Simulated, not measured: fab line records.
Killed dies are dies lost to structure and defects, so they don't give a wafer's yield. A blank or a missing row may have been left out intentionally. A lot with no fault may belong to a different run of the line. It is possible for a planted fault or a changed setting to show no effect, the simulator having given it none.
fab line records || flow sky130 || part 2 of 2: steps 43 to 43 of 43
record: {"lots": 6, "wafers": 18, "lastDay": 48}
route steps=708 shown LDD_LDN@294 SPACER@304 POLY_CUT@307 SD_P@320 RES_XHIGH@332 PAD_OPEN@708
lots that met no fault: from a run of the same line without faults
startH: hours from the record's first day to the start of the lot's first wafer shown || waitH: hours since the lot's step before || " unchanged from the row above || L1.1+2: several wafers, shown together as one row || - no value, or no start given || * or withheld: withheld || < > ~ a bound
route shown NAME@n: names a module that has steps shown in the file, with the first one's number in the route || usual: mean/standard deviation taken from wafers without a fault || same: alike in all rows || chamber/n: place in a boat || sites: readings site by site || _std_site: the values' standard deviation || _edge_site: the outer-site mean with the inner-site mean subtracted || radiusMm: for every site, how far away it sits from the centre of the wafer || mask NAME#n: copy n || behind: the tool/chamber that last shaped the wafer || hold: cause of the lot's hold/its duration in hours/its outcome || device: transistor that didn't switch, given as n, p or np || end of line: the route-end tests of the same wafers || a step without rows: its recipe alone || killed: the dies lost at the first sort to structure and to defects; this is not the yield of the wafer || map: dies across one wafer; x = killed, . = not, _ = none there
set.NAME: setting as actually run; set.NAME@STEP: the setting as run at that earlier step || model.NAME: the simulator's own value behind a step, which no gauge read
lots at some steps of the route; a table a step, a row a wafer
services: a tool's chamber out of use, with start hour (startH, from the record's first day; less than 0 if before it), hours out, and reason
== steps ==
step: SKY_PAD_OPEN_PROBE_99
usual: {"killed_at_M0_to_M3": "43/7.4", "killed_at_M4_up": "3.5/2.1", "killedAtContacts": "24/5.4", "killedAtFrontEnd": "15/4.7", "killedAtOther": "0.2/0.44", "killedDies": "85/10", "killedOpen": "47/7.1", "killedShort": "38/7"}
same: {"grossDies": 492, "killedAtBackSide": 0}
{"lot.wafer": "L949.1", "tool": "prober-02", "chamber": "-", "startH": 1067.22, "waitH": 0.1, "killed_at_M0_to_M3": 40, "killed_at_M4_up": 5, "killedAtContacts": 19, "killedAtFrontEnd": 18, "killedAtOther": 0, "killedDies": 82, "killedOpen": 48, "killedShort": 34}
{"lot.wafer": "L949.2", "tool": "prober-02", "chamber": "-", "startH": 1067.27, "waitH": 0.1, "killed_at_M0_to_M3": 34, "killed_at_M4_up": 0, "killedAtContacts": 27, "killedAtFrontEnd": 14, "killedAtOther": 0, "killedDies": 75, "killedOpen": 42, "killedShort": 33}
{"lot.wafer": "L949.4", "tool": "prober-02", "chamber": "-", "startH": 1067.37, "waitH": 0.2, "killed_at_M0_to_M3": 38, "killed_at_M4_up": 4, "killedAtContacts": 17, "killedAtFrontEnd": 15, "killedAtOther": 0, "killedDies": 74, "killedOpen": 39, "killedShort": 35}
{"lot.wafer": "L950.2", "tool": "prober-01", "chamber": "-", "startH": 1077.87, "waitH": 0.1, "killed_at_M0_to_M3": 43, "killed_at_M4_up": 4, "killedAtContacts": 11, "killedAtFrontEnd": 11, "killedAtOther": 1, "killedDies": 70, "killedOpen": 40, "killedShort": 30}
{"lot.wafer": "L950.3", "tool": "prober-01", "chamber": "-", "startH": 1077.92, "waitH": 0.2, "killed_at_M0_to_M3": 45, "killed_at_M4_up": 2, "killedAtContacts": 23, "killedAtFrontEnd": 20, "killedAtOther": 0, "killedDies": 90, "killedOpen": 56, "killedShort": 34}
{"lot.wafer": "L950.5", "tool": "prober-01", "chamber": "-", "startH": 1078.02, "waitH": 0.2, "killed_at_M0_to_M3": 47, "killed_at_M4_up": 2, "killedAtContacts": 20, "killedAtFrontEnd": 6, "killedAtOther": 0, "killedDies": 75, "killedOpen": 47, "killedShort": 28}
{"lot.wafer": "L951.3", "tool": "prober-02", "chamber": "-", "startH": 1111.70, "waitH": 0.2, "killed_at_M0_to_M3": 49, "killed_at_M4_up": 3, "killedAtContacts": 15, "killedAtFrontEnd": 13, "killedAtOther": 0, "killedDies": 80, "killedOpen": 45, "killedShort": 35}
{"lot.wafer": "L951.4", "tool": "prober-02", "chamber": "-", "startH": 1111.75, "waitH": 0.2, "killed_at_M0_to_M3": 46, "killed_at_M4_up": 1, "killedAtContacts": 28, "killedAtFrontEnd": 15, "killedAtOther": 0, "killedDies": 90, "killedOpen": 55, "killedShort": 35}
{"lot.wafer": "L951.5", "tool": "prober-02", "chamber": "-", "startH": 1111.80, "waitH": 0.2, "killed_at_M0_to_M3": 44, "killed_at_M4_up": 3, "killedAtContacts": 29, "killedAtFrontEnd": 11, "killedAtOther": 0, "killedDies": 87, "killedOpen": 45, "killedShort": 42}
{"lot.wafer": "L954.1", "tool": "prober-02", "chamber": "-", "startH": 1121.71, "waitH": 0.1, "killed_at_M0_to_M3": 30, "killed_at_M4_up": 4, "killedAtContacts": 24, "killedAtFrontEnd": 15, "killedAtOther": 1, "killedDies": 74, "killedOpen": 45, "killedShort": 29}
{"lot.wafer": "L954.2", "tool": "prober-02", "chamber": "-", "startH": 1121.76, "waitH": 0.1, "killed_at_M0_to_M3": 46, "killed_at_M4_up": 2, "killedAtContacts": 26, "killedAtFrontEnd": 15, "killedAtOther": 0, "killedDies": 89, "killedOpen": 49, "killedShort": 40}
{"lot.wafer": "L954.6", "tool": "prober-02", "chamber": "-", "startH": 1121.96, "waitH": 0.2, "killed_at_M0_to_M3": 41, "killed_at_M4_up": 5, "killedAtContacts": 16, "killedAtFrontEnd": 16, "killedAtOther": 0, "killedDies": 78, "killedOpen": 35, "killedShort": 43}
{"lot.wafer": "L963.3", "tool": "prober-02", "chamber": "-", "startH": 1150.29, "waitH": 0.2, "killed_at_M0_to_M3": 35, "killed_at_M4_up": 1, "killedAtContacts": 20, "killedAtFrontEnd": 85, "killedAtOther": 0, "killedDies": 141, "killedOpen": 43, "killedShort": 35}
{"lot.wafer": "L963.5", "tool": "prober-02", "chamber": "-", "startH": 1150.39, "waitH": 0.2, "killed_at_M0_to_M3": 34, "killed_at_M4_up": 3, "killedAtContacts": 25, "killedAtFrontEnd": 72, "killedAtOther": 0, "killedDies": 134, "killedOpen": 41, "killedShort": 30}
{"lot.wafer": "L963.6", "tool": "prober-02", "chamber": "-", "startH": 1150.44, "waitH": 0.2, "killed_at_M0_to_M3": 35, "killed_at_M4_up": 6, "killedAtContacts": 25, "killedAtFrontEnd": 14, "killedAtOther": 0, "killedDies": 80, "killedOpen": 47, "killedShort": 33}
{"lot.wafer": "L964.1", "tool": "prober-01", "chamber": "-", "startH": 1157.02, "waitH": 0.1, "killed_at_M0_to_M3": 51, "killed_at_M4_up": 8, "killedAtContacts": 25, "killedAtFrontEnd": 13, "killedAtOther": 0, "killedDies": 97, "killedOpen": 43, "killedShort": 54}
{"lot.wafer": "L964.3", "tool": "prober-01", "chamber": "-", "startH": 1157.12, "waitH": 0.2, "killed_at_M0_to_M3": 40, "killed_at_M4_up": 2, "killedAtContacts": 23, "killedAtFrontEnd": 9, "killedAtOther": 0, "killedDies": 74, "killedOpen": 39, "killedShort": 35}
{"lot.wafer": "L964.4", "tool": "prober-01", "chamber": "-", "startH": 1157.17, "waitH": 0.2, "killed_at_M0_to_M3": 33, "killed_at_M4_up": 0, "killedAtContacts": 25, "killedAtFrontEnd": 77, "killedAtOther": 0, "killedDies": 135, "killedOpen": 45, "killedShort": 28}
killed by level:class
L949.1 VIA1:geometricParticle:open=12 CONTACT:geometricParticle:open=9 FIELD_ISO:geometricParticle:open=5 FIELD_ISO:geometricParticle:short=5 LI_CONTACT:geometricParticle:open=5 METAL2:geometricParticle:short=5 VIA2:geometricParticle:open=5 POLY_GATE:geometricParticle:short=4
L949.2 CONTACT:geometricParticle:open=14 VIA2:geometricParticle:open=7 FIELD_ISO:geometricParticle:short=6 FIELD_ISO:geometricParticle:open=5 LOCAL_INTERCONNECT:geometricParticle:short=5 VIA1:geometricParticle:open=5 LI_CONTACT:geometricParticle:open=4 METAL1:geometricParticle:short=4
L949.4 CONTACT:geometricParticle:open=9 VIA1:geometricParticle:open=7 VIA3:geometricParticle:open=6 FIELD_ISO:geometricParticle:short=5 LI_CONTACT:geometricParticle:open=5 POLY_GATE:geometricParticle:short=4 VIA1:geometricParticle:short=4 METAL1:geometricParticle:short=4
L950.2 VIA1:geometricParticle:open=10 VIA2:geometricParticle:open=7 VIA1:geometricParticle:short=7 VIA3:geometricParticle:open=7 FIELD_ISO:geometricParticle:open=4 POLY_GATE:geometricParticle:short=3 LI_CONTACT:geometricParticle:open=3 LI_CONTACT:geometricParticle:short=3
L950.3 VIA1:geometricParticle:open=11 VIA3:geometricParticle:open=10 FIELD_ISO:geometricParticle:open=8 METAL1:geometricParticle:short=8 LI_CONTACT:geometricParticle:open=8 VIA2:geometricParticle:open=8 CONTACT:geometricParticle:open=8 FIELD_ISO:geometricParticle:short=5
L950.5 VIA1:geometricParticle:open=12 VIA3:geometricParticle:open=10 CONTACT:geometricParticle:open=10 METAL1:geometricParticle:short=8 FIELD_ISO:geometricParticle:open=4 LI_CONTACT:geometricParticle:open=4 VIA1:geometricParticle:short=3 CONTACT:geometricParticle:short=3
L951.3 VIA1:geometricParticle:open=12 METAL1:geometricParticle:short=9 VIA2:geometricParticle:open=8 LI_CONTACT:geometricParticle:open=6 VIA1:geometricParticle:short=6 VIA3:geometricParticle:open=6 FIELD_ISO:geometricParticle:open=5 FIELD_ISO:geometricParticle:short=3
L951.4 VIA1:geometricParticle:open=12 CONTACT:geometricParticle:open=8 LI_CONTACT:geometricParticle:open=7 VIA2:geometricParticle:open=7 VIA3:geometricParticle:open=6 METAL2:geometricParticle:short=6 LOCAL_INTERCONNECT:geometricParticle:short=5 POLY_GATE:geometricParticle:open=5
L951.5 CONTACT:geometricParticle:open=13 VIA1:geometricParticle:open=9 METAL1:geometricParticle:short=8 VIA3:geometricParticle:open=7 CONTACT:geometricParticle:short=6 VIA2:geometricParticle:short=6 LOCAL_INTERCONNECT:geometricParticle:short=5 FIELD_ISO:geometricParticle:short=4
L954.1 VIA1:geometricParticle:open=8 CONTACT:geometricParticle:open=7 LI_CONTACT:geometricParticle:open=7 CONTACT:geometricParticle:short=7 VIA2:geometricParticle:open=7 VIA3:geometricParticle:short=6 POLY_GATE:geometricParticle:open=4 FIELD_ISO:geometricParticle:open=3
L954.2 VIA3:geometricParticle:open=13 CONTACT:geometricParticle:open=8 POLY_GATE:geometricParticle:short=7 LI_CONTACT:geometricParticle:open=7 LOCAL_INTERCONNECT:geometricParticle:short=6 VIA1:geometricParticle:open=6 METAL3:geometricParticle:short=5 VIA2:geometricParticle:open=5
L954.6 METAL2:geometricParticle:short=7 CONTACT:geometricParticle:open=6 LOCAL_INTERCONNECT:geometricParticle:short=5 METAL1:geometricParticle:short=5 VIA1:geometricParticle:short=5 VIA1:geometricParticle:open=5 FIELD_ISO:geometricParticle:open=4 FIELD_ISO:geometricParticle:short=4
L963.3 SPACER:unspecified=63 VIA1:geometricParticle:open=9 LI_CONTACT:geometricParticle:open=8 METAL2:geometricParticle:short=7 FIELD_ISO:geometricParticle:short=6 FIELD_ISO:geometricParticle:open=6 CONTACT:geometricParticle:open=6 METAL1:geometricParticle:short=6
L963.5 SPACER:unspecified=63 CONTACT:geometricParticle:open=12 VIA1:geometricParticle:open=10 VIA3:geometricParticle:open=7 LOCAL_INTERCONNECT:geometricParticle:short=4 VIA1:geometricParticle:short=4 METAL2:geometricParticle:short=4 FIELD_ISO:geometricParticle:short=3
L963.6 VIA1:geometricParticle:open=13 CONTACT:geometricParticle:open=12 LI_CONTACT:geometricParticle:open=7 VIA2:geometricParticle:open=6 FIELD_ISO:geometricParticle:open=5 FIELD_ISO:geometricParticle:short=5 METAL1:geometricParticle:short=4 VIA1:geometricParticle:short=4
L964.1 VIA2:geometricParticle:open=11 LI_CONTACT:geometricParticle:open=8 METAL4:geometricParticle:short=7 METAL2:geometricParticle:short=7 POLY_GATE:geometricParticle:short=6 LOCAL_INTERCONNECT:geometricParticle:short=6 VIA1:geometricParticle:open=6 VIA1:geometricParticle:short=6
L964.3 VIA1:geometricParticle:open=9 LI_CONTACT:geometricParticle:open=7 METAL1:geometricParticle:short=7 VIA3:geometricParticle:open=6 CONTACT:geometricParticle:short=5 VIA1:geometricParticle:short=5 VIA2:geometricParticle:open=5 CONTACT:geometricParticle:open=4
L964.4 SPACER:unspecified=62 CONTACT:geometricParticle:open=13 VIA1:geometricParticle:open=9 VIA2:geometricParticle:open=6 POLY_GATE:geometricParticle:short=5 CONTACT:geometricParticle:short=5 LI_CONTACT:geometricParticle:open=4 VIA3:geometricParticle:open=4
map L963.3 (x killed, . not)
__________.........x_________
________.............._______
______.x..xx.......x...x_____
_____.....x.x..x.......x.____
____...x..................___
___...x.x....x....x....x..x__
__..x...x....x........x....._
_.x.xxx................x.....
_xxxxxxxxx...x.x...xx.x.xxx.x
_xxxxxxxx.x......x.........xx
_.xxxxxxxxx.x.x....x.xx......
_xxxxxxxxxx...x.x.x.x.x......
_xxxxxxxxxx.....x......x.x...
_.xxxxxxxx.x....x.x...x....x.
_x.x.xxxx..x...x...........x.
__..x......................._
___.......x....x........x..__
____....x.............x...___
_____...............x...x____
______xx.xxx.......x...._____
________xxx..........x_______
__________.xx..x...._________
map L964.4 (x killed, . not)
__________....x....._________
________...x.......x.._______
______.x.....x..x......._____
_____x.....xx............____
____xx...x.x........xx....___
___.x...x.........x.....x..__
__.xxx..x.....x.x....xxx...._
_x.x.x.x.x........x..........
_xxxxxxx............x...x....
_xxxxxxxxx.x..xx....x.x..x...
_xxxxxxxxx.x......x..x.......
_xxxxxxxxxxx.x.....xx..x.x...
_xxxxxxxxx.........x........x
_xxxxxxx....x...x...x...x...x
_xxxxx...x...........x......x
__..x......x..xx............_
___...............x....x...__
____............x.x..x...x___
_____....xx....x.........____
______..x...........x..._____
________.x.........x.._______
__________........x._________
== services ==
{"tool": "rieDiel-03", "chamber": 3, "startH": 494.97, "hours": 28.9, "kind": "repair"}
{"tool": "rieDiel-03", "chamber": 1, "startH": 523.82, "hours": "-", "kind": "clean"}
{"tool": "rieDiel-03", "chamber": 1, "startH": 523.82, "hours": 14.7, "kind": "scheduledDown"}
{"tool": "rieDiel-03", "chamber": 1, "startH": 523.82, "hours": 14.7, "kind": "ventCycle"}
{"tool": "plasmaAsher-04", "chamber": "-", "startH": 547.84, "hours": 2.8, "kind": "pm"}
{"tool": "rieDiel-03", "chamber": 3, "startH": 561.38, "hours": 4.4, "kind": "repair"}
{"tool": "rieDiel-04", "chamber": "-", "startH": 561.43, "hours": 0.2, "kind": "repair"}
{"tool": "rieDiel-02", "chamber": "-", "startH": 584.14, "hours": 0.8, "kind": "repair"}
{"tool": "rieDiel-02", "chamber": 0, "startH": 604.33, "hours": 4.4, "kind": "repair"}
{"tool": "plasmaAsher-04", "chamber": "-", "startH": 605.25, "hours": 3.5, "kind": "repair"}
{"tool": "rieDiel-03", "chamber": 1, "startH": 606.25, "hours": 4.5, "kind": "repair"}
{"tool": "rieDiel-03", "chamber": 0, "startH": 636.74, "hours": "-", "kind": "clean"}
{"tool": "rieDiel-03", "chamber": 0, "startH": 636.74, "hours": 34.1, "kind": "scheduledDown"}
{"tool": "rieDiel-03", "chamber": 0, "startH": 636.74, "hours": 34.1, "kind": "ventCycle"}
{"tool": "plasmaAsher-04", "chamber": "-", "startH": 639.74, "hours": 12.4, "kind": "repair"}
{"tool": "rieDiel-04", "chamber": 2, "startH": 652.65, "hours": 3.4, "kind": "repair"}
{"tool": "rieDiel-03", "chamber": 3, "startH": 670.84, "hours": "-", "kind": "clean"}
{"tool": "rieDiel-03", "chamber": 3, "startH": 670.84, "hours": 21.6, "kind": "scheduledDown"}
{"tool": "rieDiel-03", "chamber": 3, "startH": 670.84, "hours": 21.6, "kind": "ventCycle"}
{"tool": "rieDiel-01", "chamber": "-", "startH": 675.81, "hours": 2.8, "kind": "pm"}
{"tool": "plasmaAsher-01", "chamber": "-", "startH": 686.45, "hours": 1.6, "kind": "repair"}
== key ==
firstSign: {"step": "SKY_PAD_OPEN_PROBE_99", "reading": "killedAtFrontEnd", "direction": "up", "sigmas": 14, "usual": 15, "struck": 78}
effect: {"step": "SKY_PAD_OPEN_PROBE_99", "reading": "killedDies", "direction": "up", "sigmas": 5.1, "usual": 85, "struck": 137}
metAt SKY_SPACER_ETCHBACK_02
struckWafers L963.3,L963.5,L964.4
testerLeftOut L963,L964
onsetBetween 519.26 636.57
fault: {"kind": "chamberParticleSource", "tool": "rieDiel-04", "chamber": 0, "onsetH": 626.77, "steps": "SKY_SPACER_ETCHBACK_02", "ratePerVisitCm2": 1.7149, "endH": 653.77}
testerLeftOut: of these lots the tester's yield and bins aren't shown, on N5 and GAA mostly nor the transistor test; their killed dies are dies lost to structure and defects alone, not to doping, threshold or leakage, so they don't give the yield
